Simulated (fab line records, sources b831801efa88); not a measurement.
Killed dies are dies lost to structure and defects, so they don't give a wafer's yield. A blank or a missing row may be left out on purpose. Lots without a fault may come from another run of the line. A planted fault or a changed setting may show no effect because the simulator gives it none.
Chamber matching | flow gf180mcu | GF_CONTACT_CMP_04 on cmp-01: 4 sister chambers
The step polishes SiO2. 4 wafers are shown with their chamber, then 7 later ones without.

WAFERS WITH THEIR CHAMBER
wafer  | chamber | motor_current_A (A)
L571.5 | 3       | 10.8
L582.4 | 0       | 10.9
L583.2 | 2       | 9.7
L583.4 | 1       | 11.9

WAFERS WITHOUT THEIR CHAMBER
wafer  | motor_current_A (A)
L583.6 | 11.7
L586.1 | 12.4
L586.4 | 12.3
L586.6 | 10.3
L587.1 | 12.3
L587.3 | 11.6
L587.5 | 11.5

WHICH CHAMBER EACH WENT THROUGH
wafer  | from the rows above          | in truth
L583.6 | can't be placed: 1 or 0 or 3 | 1
L586.1 | 1                            | 1
L586.4 | 1                            | 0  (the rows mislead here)
L586.6 | can't be placed: 3 or 0 or 2 | 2
L587.1 | 1                            | 1
L587.3 | can't be placed: 1 or 0 or 3 | 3
L587.5 | can't be placed: 1 or 0 or 3 | 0
Placed correctly: 2 of 7. Can't be placed from these rows: 4 (the true chamber is among the candidates in 4). Placed wrongly: 1.
How it was worked out, from the rows above alone: a wafer's distance from a chamber is the root of the sum, over the readings, of the square of ((its reading less the chamber's mean) divided by the reading's scatter). The wafer belongs to the nearest chamber; if the next one is less than 2 further off, it can't be placed. A chamber's mean is the mean of its shown wafers. The scatter: with one shown wafer a chamber, the root of the mean of the squares of how far each hidden wafer lies from its nearest shown one.
